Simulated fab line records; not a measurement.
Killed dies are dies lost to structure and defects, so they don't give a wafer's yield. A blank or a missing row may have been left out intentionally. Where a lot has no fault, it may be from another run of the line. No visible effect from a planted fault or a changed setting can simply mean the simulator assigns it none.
fab line records    flow gf180mcu
record: lots: 24  wafers: 72  last-day: 34
route steps=602 shown M2@379 V2@398 V3@455 M4@462 V4@480
lots untouched by any fault: they come from a run of this same line in which no faults occurred
start-h: the number of hours between the record's first day and the start of the first shown wafer of the lot    wait-h: time in hours since the lot's previous step    " same as the row above    L1.1+2: a single row standing in for several wafers    - either no value or no given start    * or withheld: withheld    < > ~ a bound
route shown NAME@n: names a module that has steps shown in the file, with the first one's number in the route    usual: mean and standard deviation over wafers with no fault    same: alike in all rows    chamber/n: place in a boat    sites: readings site by site    _std_site: standard deviation across them    _edge_site: the outer-site mean with the inner-site mean subtracted    radius-mm: how far each site lies from the wafer's centre    mask NAME#n: copy n    behind: the most recent tool/chamber to have shaped the wafer    hold: why the lot was held/for how many hours/how that ended    device: names the non-switching transistor (n, p or np)    end of line: tests run on the same wafers once the route is complete    where a step has no rows: the recipe by itself    killed: dies that structure and defects cost at the first sort, which is not the same as the wafer's yield    map: shows each die of a wafer: x if killed, . if not, _ if none is there
set.NAME: the setting as run; set.NAME@STEP: as run at that earlier step    model.NAME: the simulator's own value behind a step, which no gauge read
a sample of lots followed through the steps of the route, with each step as a table and each wafer as a row
services: from which hour (start-h, from the record's first day; less than 0 if before it) a tool's chamber was out of use, for how many hours, and why
== steps ==
step: GF_M2_STRIP_17
recipe: chemistry: O2/N2  power-w: 1400  pressure-mtorr: 1500  platen-temp-c: 250  o2-flow-sccm: 3000  n2-flow-sccm: 300  overash-fraction: 0.5
usual: drypump-motor-current-A: 5.80/0.28  heater-power-w: 323/57  oes-product-au: 0.537/0.0052  strip-time-to-endpoint-s: 7.38/0.07
lot.wafer  tool             chamber  start-h  wait-h  drypump-motor-current-A  heater-power-w  oes-product-au  rf-hours-counter-h  strip-time-to-endpoint-s
L074.2     plasma-asher-04  1        433.35   0.1     6.16                     288             0.541           63                  7.49
L074.5     "                0        "        "       5.52                     298             0.546           -                   7.51
L074.6     "                1        "        "       6.15                     290             0.532           -                   7.46
L075.3     plasma-asher-04  1        438.81   0.1     6.18                     290             0.531           -                   7.33
L075.5     "                0        "        "       5.54                     309             0.533           -                   7.23
L075.6     "                1        "        "       6.17                     284             0.537           -                   7.33
L076.1     plasma-asher-04  0        448.59   0.1     5.56                     310             0.531           65                  7.32
L076.3     "                1        "        "       6.10                     287             0.538           -                   7.39
L076.5     "                1        "        "       6.14                     286             0.541           -                   7.42
L077.1     plasma-asher-04  1        455.15   0.1     6.12                     285             0.540           66                  7.35
L077.5     "                0        "        "       5.53                     312             0.524           -                   7.35
L077.6     "                1        "        "       6.13                     285             0.538           -                   7.30
L078.2     plasma-asher-04  1        469.68   0.2     6.14                     291             0.533           67                  7.41
L078.3     "                1        "        "       6.13                     290             0.553           -                   7.50
L078.5     "                0        "        "       5.54                     311             0.539           -                   7.45
L079.2     plasma-asher-04  1        477.53   0.1     6.14                     291             0.536           68                  7.26
L079.3     "                1        "        "       6.15                     295             0.533           -                   7.24
L079.4     "                0        "        "       5.54                     298             0.531           -                   7.32
L080.2     plasma-asher-04  1        489.60   0.1     6.14                     285             0.539           69                  7.39
L080.3     "                0        "        "       5.53                     296             0.535           -                   7.38
L080.5     "                0        "        "       5.51                     307             0.545           -                   7.41
L081.4     plasma-asher-02  0        505.64   0.1     5.39                     335             0.532           -                   7.37
L081.5     "                1        "        "       5.95                     324             0.537           -                   7.29
L081.6     "                0        "        "       5.41                     323             0.542           -                   7.34
L082.2     plasma-asher-01  0        506.28   0.1     5.92                     489             0.532           42                  7.39
L082.3     "                0        "        "       5.92                     511             0.535           -                   7.43
L082.4     "                1        "        "       5.82                     342             0.534           -                   7.43
L083.2     plasma-asher-04  0        521.28   0.1     5.55                     299             0.541           72                  7.43
L083.4     "                1        "        "       6.14                     289             0.540           -                   7.34
L083.6     "                1        "        "       6.13                     293             0.540           -                   7.42
L084.2     plasma-asher-04  0        528.35   0.1     5.55                     304             0.543           73                  7.53
L084.4     "                0        "        "       5.52                     309             0.550           -                   7.54
L084.6     "                0        "        "       5.53                     296             0.541           -                   7.49
L085.1     plasma-asher-02  0        537.16   0.1     5.39                     325             0.535           10                  7.25
L085.5     "                0        "        "       5.44                     322             0.538           -                   7.35
L085.6     "                1        "        "       5.93                     316             0.539           -                   7.27
L086.3     plasma-asher-01  0        546.83   0.1     5.90                     508             0.529           -                   7.41
L086.4     "                1        "        "       5.78                     338             0.543           -                   7.45
L086.5     "                1        "        "       5.80                     336             0.544           -                   7.44
L087.2     plasma-asher-04  0        548.96   0.1     5.53                     304             0.525           75                  7.30
L087.3     "                1        "        "       6.14                     296             0.535           -                   7.24
L087.4     "                0        "        "       5.55                     310             0.543           -                   7.38
L088.3     plasma-asher-04  1        558.06   0.1     6.13                     288             0.529           -                   7.41
L088.5     "                1        "        "       6.13                     295             0.533           -                   7.42
L088.6     "                0        "        "       5.51                     313             0.535           -                   7.43
L089.2     plasma-asher-04  1        565.85   0.1     6.14                     299             0.548           77                  7.46
L089.3     "                0        "        "       5.52                     301             0.539           -                   7.44
L089.6     "                0        "        "       5.52                     306             0.539           -                   7.42
L090.2     plasma-asher-02  1        574.75   0.1     5.94                     304             0.531           14                  7.33
L090.3     "                0        "        "       5.38                     333             0.532           -                   7.34
L090.4     "                1        "        "       5.94                     316             0.539           -                   7.29
L091.4     plasma-asher-01  1        580.53   0.1     5.78                     343             0.539           -                   7.36
L091.5     "                0        "        "       5.92                     510             0.534           -                   7.36
L091.6     "                1        "        "       5.74                     327             0.532           -                   7.39
L092.2     plasma-asher-02  0        583.69   0.2     5.38                     334             0.542           15                  7.45
L092.3     "                0        "        "       5.37                     338             0.539           -                   7.38
L092.5     "                0        "        "       5.36                     324             0.538           -                   7.38
L093.3     plasma-asher-04  1        599.18   0.1     6.16                     287             0.541           -                   7.39
L093.4     "                0        "        "       5.52                     301             0.540           -                   7.40
L093.5     "                1        "        "       6.17                     296             0.535           -                   7.36
L094.3     plasma-asher-04  1        604.66   0.2     6.11                     289             0.535           -                   7.40
L094.4     "                0        "        "       5.52                     308             0.540           -                   7.38
L094.6     "                0        "        "       5.56                     309             0.535           -                   7.37
L095.2     plasma-asher-01  0        617.96   0.1     5.90                     513             0.533           54                  7.46
L095.5     "                0        "        "       5.91                     506             0.534           -                   7.40
L095.6     "                1        "        "       5.77                     335             0.542           -                   7.46
L096.2     plasma-asher-04  1        627.86   0.1     6.15                     288             0.539           84                  7.46
L096.3     "                0        "        "       5.56                     295             0.541           -                   7.46
L096.5     "                1        "        "       6.14                     290             0.537           -                   7.39
L097.1     plasma-asher-02  0        629.18   0.1     5.40                     338             0.538           19                  7.36
L097.3     "                0        "        "       5.42                     337             0.537           -                   7.38
L097.5     "                1        "        "       5.93                     316             0.541           -                   7.38
step: GF_V2_ETCH_16
recipe: chemistry: N2/H2  target-depth-a: withheld  overetch-a: withheld  time-s: withheld  target: BARC  ion-energy-ev: 200  source-w: 500  bias-w: 100  pressure-mtorr: 30  n2-flow-sccm: 100  h2-flow-sccm: 200
usual: bias-w: 100.01/0.29  drypump-motor-current-A: 5.7/0.38  h2-flow-sccm: 200.0/0.64  oes-product-au: 0.854/0.0045  throttle-valve-pct: 13.224/0.0093
lot.wafer  tool         chamber  start-h  wait-h  bias-w  drypump-motor-current-A  h2-flow-sccm  oes-product-au  throttle-valve-pct
L074.2     rie-diel-01  2        458.89   0.0     100.04  6.3                      199.5         0.857           13.228
L074.5     "            0        "        "       100.10  5.5                      199.0         0.859           13.222
L074.6     "            1        "        "       100.15  5.4                      199.2         0.861           13.227
L075.3     rie-diel-01  2        464.20   0.0     99.84   6.3                      199.9         0.849           13.209
L075.5     "            1        "        "       99.83   5.4                      200.4         0.864           13.224
L075.6     "            0        "        "       99.93   5.5                      198.6         0.854           13.208
L076.1     rie-diel-04  1        474.14   0.0     100.69  6.1                      200.2         0.854           13.228
L076.3     "            2        "        "       100.48  6.1                      200.6         0.855           13.251
L076.5     "            2        "        "       100.89  6.0                      199.5         0.854           13.239
L077.1     rie-diel-04  3        480.64   0.0     99.82   5.9                      200.7         0.859           13.224
L077.5     "            0        "        "       100.08  6.0                      199.2         0.856           13.231
L077.6     "            3        "        "       100.26  5.8                      201.2         0.853           13.245
L078.2     rie-diel-01  1        494.75   0.0     99.96   5.4                      200.5         0.859           13.250
L078.3     "            0        "        "       99.93   5.5                      199.2         0.857           13.218
L078.5     "            3        "        "       99.80   5.3                      199.3         0.856           13.229
L079.2     rie-diel-03  3        502.30   0.0     99.87   5.7                      199.4         0.857           13.225
L079.3     "            1        "        "       100.21  5.0                      199.8         0.853           13.239
L079.4     "            2        "        "       100.45  4.9                      199.9         0.852           13.238
L080.2     rie-diel-01  2        514.45   0.0     99.44   6.3                      200.4         0.854           13.221
L080.3     "            0        "        "       99.99   5.5                      200.2         0.844           13.232
L080.5     "            0        "        "       100.21  5.5                      200.4         0.860           13.224
L081.4     rie-diel-01  0        529.91   0.0     100.46  5.5                      199.7         0.851           13.217
L081.5     "            1        "        "       100.10  5.4                      199.6         0.859           13.234
L081.6     "            3        "        "       100.13  5.3                      199.0         0.863           13.224
L082.2     rie-diel-04  3        530.88   0.0     100.15  5.8                      200.4         0.856           13.245
L082.3     "            2        "        "       100.20  6.1                      200.1         0.855           13.221
L082.4     "            0        "        "       100.21  6.1                      200.3         0.858           13.207
L083.2     rie-diel-04  2        545.55   0.0     99.75   6.0                      198.5         0.849           13.218
L083.4     "            3        "        "       99.51   5.8                      200.2         0.847           13.219
L083.6     "            0        "        "       99.98   6.0                      199.2         0.853           13.225
L084.2     rie-diel-01  3        552.34   0.0     100.36  5.3                      200.2         0.854           13.214
L084.4     "            1        "        "       99.79   5.4                      199.8         0.856           13.220
L084.6     "            1        "        "       100.25  5.4                      199.3         0.857           13.227
L085.1     rie-diel-01  0        560.83   0.0     100.04  5.5                      199.7         0.853           13.233
L085.5     "            3        "        "       100.15  5.3                      199.7         0.858           13.232
L085.6     "            2        "        "       99.88   6.3                      200.1         0.848           13.235
L086.3     rie-diel-04  0        570.43   0.0     99.71   6.0                      200.3         0.854           13.220
L086.4     "            2        "        "       100.28  6.0                      199.2         0.852           13.217
L086.5     "            0        "        "       100.11  6.0                      200.2         0.856           13.224
L087.2     rie-diel-03  1        571.64   0.0     100.13  5.1                      200.8         0.865           13.224
L087.3     "            3        "        "       100.29  5.6                      199.6         0.851           13.223
L087.4     "            0        "        "       99.90   5.8                      199.7         0.858           13.221
L088.3     rie-diel-03  3        581.30   0.0     99.71   5.7                      200.5         0.858           13.231
L088.5     "            2        "        "       99.70   4.9                      200.1         0.856           13.238
L088.6     "            3        "        "       99.71   5.7                      200.3         0.849           13.239
L089.2     rie-diel-04  0        588.49   0.0     99.97   6.1                      200.3         0.849           13.224
L089.3     "            3        "        "       100.75  5.8                      200.9         0.850           13.222
L089.6     "            0        "        "       99.88   6.0                      200.1         0.858           13.226
L090.2     rie-diel-04  0        596.85   0.0     99.76   6.0                      199.7         0.855           13.227
L090.3     "            2        "        "       99.83   6.0                      200.8         0.855           13.210
L090.4     "            3        "        "       99.68   5.8                      200.9         0.858           13.217
L091.4     rie-diel-04  1        603.51   0.0     99.19   6.1                      199.6         0.855           13.220
L091.5     "            2        "        "       99.77   6.0                      199.6         0.840           13.228
L091.6     "            0        "        "       100.04  6.0                      198.7         0.849           13.210
L092.2     rie-diel-03  2        605.95   0.0     99.83   4.9                      199.3         0.854           13.226
L092.3     "            1        "        "       99.91   5.1                      200.6         0.852           13.224
L092.5     "            3        "        "       99.86   5.7                      199.4         0.855           13.222
L093.3     rie-diel-01  0        621.68   0.0     100.24  5.5                      199.8         0.851           13.219
L093.4     "            1        "        "       100.38  5.4                      200.3         0.855           13.239
L093.5     "            1        "        "       100.42  5.4                      200.0         0.852           13.211
L094.3     rie-diel-04  2        626.23   0.0     100.10  6.0                      201.1         0.850           13.213
L094.4     "            1        "        "       99.26   6.1                      200.1         0.845           13.223
L094.6     "            3        "        "       99.80   5.8                      201.9         0.857           13.222
L095.2     rie-diel-01  1        639.39   0.0     100.04  5.4                      200.8         0.849           13.228
L095.5     "            1        "        "       100.13  5.4                      199.8         0.856           13.222
L095.6     "            0        "        "       99.80   5.5                      200.7         0.852           13.233
L096.2     rie-diel-01  2        648.79   0.0     100.15  6.3                      200.5         0.858           13.227
L096.3     "            0        "        "       100.23  5.5                      199.4         0.852           13.230
L096.5     "            2        "        "       99.83   6.3                      200.2         0.854           13.221
L097.1     rie-diel-03  2        650.20   0.0     100.38  4.9                      199.5         0.846           13.222
L097.3     "            3        "        "       99.97   5.7                      199.7         0.858           13.226
L097.5     "            3        "        "       100.34  5.7                      200.2         0.857           13.209
step: GF_V3_CMP_26
recipe: stop-on: SiO2  down-force-psi: 3.5  platen-rpm: 60  t-overpolish-s: 15  target-thk-nm: 0  pad-velocity-m-s: 0.94248
usual: motor-current-A: 10.3/1.1  overpolish-run-s: 14.999/0.0081  time-to-endpoint-s: 85/4.6
lot.wafer  tool    chamber  start-h  wait-h  motor-current-A  overpolish-run-s  time-to-endpoint-s
L074.2     cmp-02  1        510.24   0.1     12.7             14.995            89
L074.6     "       0        "        "       10.2             15.004            81
L074.5     "       1        "        "       13.2             15.007            86
L075.3     cmp-01  1        516.11   0.1     9.2              14.997            85
L075.6     "       0        "        "       9.3              14.987            89
L075.5     "       1        "        "       8.9              15.010            82
L076.3     cmp-01  3        526.08   0.1     10.3             14.996            77
L076.1     "       1        "        "       9.0              14.994            80
L076.5     "       2        "        "       11.7             14.994            80
L077.1     cmp-01  3        532.53   0.1     10.6             15.003            81
L077.6     "       3        "        "       10.9             15.008            79
L077.5     "       0        "        "       9.4              15.005            86
L078.3     cmp-01  2        544.55   0.0     11.1             15.017            85
L078.2     "       0        "        "       9.5              14.998            91
L078.5     "       2        "        "       10.8             15.003            87
L079.3     cmp-02  3        552.48   0.0     9.6              15.003            84
L079.2     "       1        "        "       12.7             14.996            86
L079.4     "       2        "        "       11.0             14.988            88
L080.2     cmp-02  0        564.34   0.0     9.8              14.991            81
L080.3     "       2        "        "       11.3             14.983            94
L080.5     "       1        "        "       12.4             14.994            96
L081.4     cmp-02  3        578.37   0.1     10.1             14.992            85
L081.6     "       1        "        "       12.2             15.014            89
L081.5     "       2        "        "       10.4             15.000            90
L082.2     cmp-01  3        578.94   0.0     9.6              15.015            81
L082.3     "       0        "        "       8.8              15.017            86
L082.4     "       1        "        "       8.7              15.002            81
L083.2     cmp-01  0        594.20   0.0     9.4              14.998            86
L083.4     "       2        "        "       11.3             14.996            84
L083.6     "       1        "        "       8.7              15.012            80
L084.4     cmp-02  3        600.56   0.5     9.6              14.994            84
L084.2     "       2        "        "       10.5             15.007            93
L084.6     "       0        "        "       9.9              15.001            82
L085.1     cmp-01  0        608.88   0.4     9.6              14.993            94
L085.6     "       3        "        "       10.4             15.008            90
L085.5     "       0        "        "       9.0              14.998            93
L086.3     cmp-01  2        616.67   0.1     11.0             15.020            83
L086.4     "       3        "        "       10.0             15.006            87
L086.5     "       2        "        "       10.5             15.006            82
L087.4     cmp-02  2        617.48   0.0     11.4             14.999            87
L087.2     "       0        "        "       10.2             14.999            77
L087.3     "       1        "        "       12.4             14.992            89
L088.3     cmp-02  0        627.04   0.1     10.3             14.997            79
L088.6     "       3        "        "       10.2             15.001            81
L088.5     "       0        "        "       10.3             14.993            80
L089.3     cmp-01  3        634.26   0.3     10.5             15.003            84
L089.2     "       1        "        "       8.4              14.995            88
L089.6     "       0        "        "       9.3              15.000            86
L090.3     cmp-01  0        640.95   0.0     9.4              14.980            90
L090.2     "       1        "        "       9.1              15.001            88
L090.4     "       3        "        "       10.4             14.998            86
L091.4     cmp-02  0        647.73   0.1     10.2             14.983            80
L091.5     "       3        "        "       9.4              14.991            81
L091.6     "       0        "        "       10.4             14.988            83
L092.2     cmp-02  0        649.99   0.0     10.0             14.997            85
L092.3     "       2        "        "       11.1             14.991            91
L092.5     "       0        "        "       9.6              14.998            79
L093.3     cmp-01  1        665.35   0.1     8.9              14.999            82
L093.4     "       2        "        "       11.1             15.006            78
L093.5     "       3        "        "       9.8              14.993            81
L094.4     cmp-02  0        669.23   0.0     9.7              14.990            83
L094.3     "       2        "        "       11.1             14.990            91
L094.6     "       0        "        "       10.3             15.004            82
L095.2     cmp-02  0        681.22   0.0     9.9              14.998            80
L095.6     "       0        "        "       10.4             15.003            79
L095.5     "       1        "        "       12.2             14.986            92
L096.2     cmp-01  0        690.64   0.0     9.4              15.005            89
L096.3     "       3        "        "       9.9              15.002            85
L096.5     "       1        "        "       9.1              15.004            82
L097.1     cmp-02  1        692.28   0.1     12.8             14.995            89
L097.3     "       0        "        "       10.0             14.993            82
L097.5     "       2        "        "       10.9             15.002            91
step: GF_M4_THK_MEAS_06
recipe: thk-meas-gauge: xrf  reads: AlCu_of_M4_SPUTTER_02
usual: M4_ALCU_THK: 451/5.3
lot.wafer  tool           chamber  start-h  wait-h  M4_ALCU_THK[nm]
L074.2     film-metro-04  -        510.84   0.1     447
L074.5     "              -        "        "       452
L074.6     "              -        "        "       447
L075.3     film-metro-04  -        516.72   0.1     454
L075.5     "              -        "        "       450
L075.6     "              -        "        "       454
L076.1     film-metro-02  -        526.67   0.1     459
L076.3     "              -        "        "       450
L076.5     "              -        "        "       450
L077.1     film-metro-02  -        533.17   0.1     462
L077.5     "              -        "        "       461
L077.6     "              -        "        "       451
L078.2     film-metro-04  -        545.20   0.1     449
L078.3     "              -        "        "       445
L078.5     "              -        "        "       442
L079.2     film-metro-04  -        553.13   0.1     458
L079.3     "              -        "        "       452
L079.4     "              -        "        "       450
L080.2     film-metro-04  -        564.99   0.1     445
L080.3     "              -        "        "       456
L080.5     "              -        "        "       443
L081.4     film-metro-01  -        578.94   0.1     451
L081.5     "              -        "        "       452
L081.6     "              -        "        "       455
L082.2     film-metro-02  -        579.59   0.1     456
L082.3     "              -        "        "       449
L082.4     "              -        "        "       453
L083.2     film-metro-01  -        594.85   0.1     454
L083.4     "              -        "        "       452
L083.6     "              -        "        "       453
L084.2     film-metro-02  -        601.21   0.1     457
L084.4     "              -        "        "       459
L084.6     "              -        "        "       468
L085.1     film-metro-01  -        609.47   0.1     457
L085.5     "              -        "        "       452
L085.6     "              -        "        "       444
L086.3     film-metro-04  -        617.28   0.1     445
L086.4     "              -        "        "       450
L086.5     "              -        "        "       454
L087.2     film-metro-04  -        618.14   0.1     451
L087.3     "              -        "        "       457
L087.4     "              -        "        "       452
L088.3     film-metro-04  -        627.66   0.1     451
L088.5     "              -        "        "       458
L088.6     "              -        "        "       451
L089.2     film-metro-02  -        634.94   0.1     454
L089.3     "              -        "        "       448
L089.6     "              -        "        "       450
L090.2     film-metro-02  -        641.60   0.1     452
L090.3     "              -        "        "       447
L090.4     "              -        "        "       449
L091.4     film-metro-01  -        648.35   0.1     439
L091.5     "              -        "        "       453
L091.6     "              -        "        "       445
L092.2     film-metro-01  -        650.64   0.1     448
L092.3     "              -        "        "       454
L092.5     "              -        "        "       442
L093.3     film-metro-04  -        665.91   0.1     441
L093.4     "              -        "        "       443
L093.5     "              -        "        "       452
L094.3     film-metro-01  -        669.89   0.1     442
L094.4     "              -        "        "       448
L094.6     "              -        "        "       445
L095.2     film-metro-04  -        681.87   0.1     449
L095.5     "              -        "        "       454
L095.6     "              -        "        "       450
L096.2     film-metro-02  -        691.29   0.1     459
L096.3     "              -        "        "       450
L096.5     "              -        "        "       453
L097.1     film-metro-04  -        692.92   0.1     457
L097.3     "              -        "        "       453
L097.5     "              -        "        "       449
step: GF_V4_CMP_04
recipe: material: SiO2  down-force-psi: 4  platen-rpm: 60  pad-velocity-m-s: 0.94248
usual: motor-current-A: 11.4/1.2  time-to-endpoint-s: 82/6.6
lot.wafer  tool    chamber  start-h  wait-h  motor-current-A  time-to-endpoint-s
L074.2     cmp-01  0        534.71   0.3     10.8             82
L074.6     "       2        "        "       12.1             83
L074.5     "       3        "        "       11.1             82
L075.3     cmp-01  2        540.17   0.2     12.1             68
L075.5     "       3        "        "       11.3             75
L075.6     "       0        "        "       10.4             88
L076.3     cmp-02  1        550.55   0.1     13.5             80
L076.1     "       2        "        "       12.3             80
L076.5     "       0        "        "       11.4             77
L077.1     cmp-02  1        556.31   0.1     14.0             85
L077.5     "       1        "        "       13.6             99
L077.6     "       2        "        "       12.1             88
L078.3     cmp-02  2        568.03   0.1     11.9             78
L078.2     "       3        "        "       10.3             80
L078.5     "       2        "        "       11.9             93
L079.4     cmp-02  0        576.43   0.0     10.9             86
L079.2     "       2        "        "       12.0             91
L079.3     "       3        "        "       10.2             73
L080.2     cmp-01  3        587.32   0.1     11.3             84
L080.3     "       0        "        "       10.2             78
L080.5     "       2        "        "       12.1             86
L081.4     cmp-01  3        601.59   0.2     11.0             77
L081.5     "       0        "        "       9.8              91
L081.6     "       1        "        "       10.1             87
L082.4     cmp-02  2        601.66   0.0     11.8             94
L082.2     "       3        "        "       10.5             76
L082.3     "       1        "        "       13.9             85
L083.2     cmp-02  1        616.88   0.1     14.0             84
L083.4     "       2        "        "       12.6             87
L083.6     "       1        "        "       13.2             80
L084.2     cmp-01  2        623.04   0.0     12.2             81
L084.4     "       3        "        "       11.2             88
L084.6     "       2        "        "       12.6             79
L085.1     cmp-02  2        631.16   0.2     12.0             89
L085.6     "       0        "        "       11.3             74
L085.5     "       1        "        "       13.8             91
L086.4     cmp-02  0        637.88   0.1     11.3             81
L086.3     "       1        "        "       14.2             82
L086.5     "       3        "        "       10.7             80
L087.3     cmp-01  1        639.15   0.0     9.9              77
L087.2     "       2        "        "       12.5             80
L087.4     "       3        "        "       11.0             82
L088.3     cmp-01  2        648.65   0.1     12.5             84
L088.6     "       0        "        "       10.4             89
L088.5     "       1        "        "       9.9              83
L089.2     cmp-01  3        655.75   0.1     11.5             72
L089.3     "       1        "        "       9.7              78
L089.6     "       2        "        "       12.0             81
L090.4     cmp-01  3        661.90   0.0     11.1             90
L090.3     "       1        "        "       10.1             80
L090.2     "       2        "        "       12.3             77
L091.4     cmp-02  2        668.42   0.1     12.3             87
L091.5     "       0        "        "       10.8             82
L091.6     "       1        "        "       13.6             83
L092.3     cmp-01  1        670.45   0.4     9.6              80
L092.2     "       3        "        "       11.2             68
L092.5     "       0        "        "       10.4             88
L093.4     cmp-01  3        686.01   0.1     11.3             81
L093.3     "       0        "        "       10.3             79
L093.5     "       2        "        "       12.1             83
L094.3     cmp-01  2        689.94   0.0     12.9             78
L094.4     "       1        "        "       10.1             73
L094.6     "       3        "        "       11.5             86
L095.2     cmp-02  0        701.26   0.2     11.1             79
L095.6     "       1        "        "       14.1             92
L095.5     "       2        "        "       12.1             87
L096.2     cmp-02  3        710.51   0.0     10.8             74
L096.3     "       0        "        "       11.1             74
L096.5     "       0        "        "       10.7             70
L097.1     cmp-02  2        712.42   0.1     12.4             92
L097.3     "       0        "        "       11.6             78
L097.5     "       3        "        "       11.2             92
step: GF_V4_SPUTTER_21
recipe: material: Ti  target-thk-nm: 15  chamber-pressure-pa: 5  power-w: 2500  substrate-temp-c: 200  time-s: 80.02
usual: throttle-valve-pct: 29.9/1
lot.wafer  tool            chamber  start-h  wait-h  throttle-valve-pct
L074.2     pvd-sputter-01  -        558.70   0.0     29.2
L074.5     "               -        "        "       31.5
L074.6     "               -        "        "       30.5
L075.3     pvd-sputter-03  -        563.51   0.0     31.0
L075.5     "               -        "        "       27.6
L075.6     "               -        "        "       30.8
L076.1     pvd-sputter-04  -        573.25   0.0     28.6
L076.3     "               -        "        "       29.7
L076.5     "               -        "        "       29.9
L077.1     pvd-sputter-04  -        579.01   0.0     29.3
L077.5     "               -        "        "       30.2
L077.6     "               -        "        "       29.9
L078.2     pvd-sputter-01  -        590.06   0.0     29.0
L078.3     "               -        "        "       30.4
L078.5     "               -        "        "       31.5
L079.2     pvd-sputter-03  -        598.30   0.0     31.1
L079.3     "               -        "        "       31.1
L079.4     "               -        "        "       30.7
L080.2     pvd-sputter-01  -        609.29   0.0     31.6
L080.3     "               -        "        "       28.6
L080.5     "               -        "        "       29.2
L081.4     pvd-sputter-01  -        623.06   0.0     28.8
L081.5     "               -        "        "       29.0
L081.6     "               -        "        "       30.5
L082.2     pvd-sputter-01  -        624.10   0.0     28.6
L082.3     "               -        "        "       30.6
L082.4     "               -        "        "       29.1
L083.2     pvd-sputter-04  -        637.25   0.0     28.9
L083.4     "               -        "        "       29.7
L083.6     "               -        "        "       29.8
L084.2     pvd-sputter-01  -        643.80   0.0     31.7
L084.4     "               -        "        "       29.2
L084.6     "               -        "        "       28.5
L085.1     pvd-sputter-04  -        652.76   0.0     30.2
L085.5     "               -        "        "       29.9
L085.6     "               -        "        "       29.5
L086.3     pvd-sputter-04  -        659.15   0.0     30.3
L086.4     "               -        "        "       29.6
L086.5     "               -        "        "       30.5
L087.2     pvd-sputter-01  -        660.20   0.0     29.4
L087.3     "               -        "        "       31.7
L087.4     "               -        "        "       30.3
L088.3     pvd-sputter-04  -        669.20   0.0     29.0
L088.5     "               -        "        "       30.2
L088.6     "               -        "        "       30.4
L089.2     pvd-sputter-04  -        676.08   0.0     28.7
L089.3     "               -        "        "       30.1
L089.6     "               -        "        "       29.5
L090.2     pvd-sputter-04  -        682.13   0.0     29.7
L090.3     "               -        "        "       29.8
L090.4     "               -        "        "       30.1
L091.4     pvd-sputter-04  -        687.65   0.0     28.8
L091.5     "               -        "        "       30.2
L091.6     "               -        "        "       29.9
L092.2     pvd-sputter-01  -        691.20   0.0     28.6
L092.3     "               -        "        "       29.1
L092.5     "               -        "        "       28.6
L093.3     pvd-sputter-04  -        705.64   0.0     30.1
L093.4     "               -        "        "       29.7
L093.5     "               -        "        "       29.4
L094.3     pvd-sputter-04  -        709.03   0.0     28.4
L094.4     "               -        "        "       30.2
L094.6     "               -        "        "       28.9
L095.2     pvd-sputter-01  -        720.55   0.0     29.3
L095.5     "               -        "        "       30.5
L095.6     "               -        "        "       29.6
L096.2     pvd-sputter-01  -        729.33   0.0     29.4
L096.3     "               -        "        "       30.5
L096.5     "               -        "        "       30.4
L097.1     pvd-sputter-03  -        731.01   0.0     30.9
L097.3     "               -        "        "       30.9
L097.5     "               -        "        "       30.9
== services ==
tool             chamber  start-h  hours  kind
plasma-asher-04  -        409.75   14.6   pm
pvd-sputter-04   -        443.48   4.8    repair
cmp-01           -        449.28   1.7    repair
pvd-sputter-01   -        491.32   5.1    repair
rie-diel-01      2        496.65   11.5   repair
cmp-01           -        499.18   7.1    pm
cmp-02           -        513.09   3.8    pm
plasma-asher-04  -        516.74   2.0    repair
rie-diel-01      3        519.18   4.0    repair
cmp-02           -        530.57   5.1    repair
cmp-01           -        559.65   0.5    repair
cmp-02           -        572.00   4.0    pm
cmp-02           -        575.05   1.2    repair
cmp-01           -        597.20   4.0    repair
cmp-01           -        619.32   0.6    repair
cmp-02           -        632.87   1.6    repair
cmp-01           -        653.56   1.9    repair
pvd-sputter-04   -        661.15   1.5    repair
cmp-01           -        666.61   0.8    repair
cmp-01           -        673.16   4.5    pm
cmp-02           -        686.41   0.8    repair
pvd-sputter-04   -        689.18   1.0    repair
cmp-01           -        700.99   9.9    pm
cmp-01           -        712.26   1.1    repair
== key ==
fault none
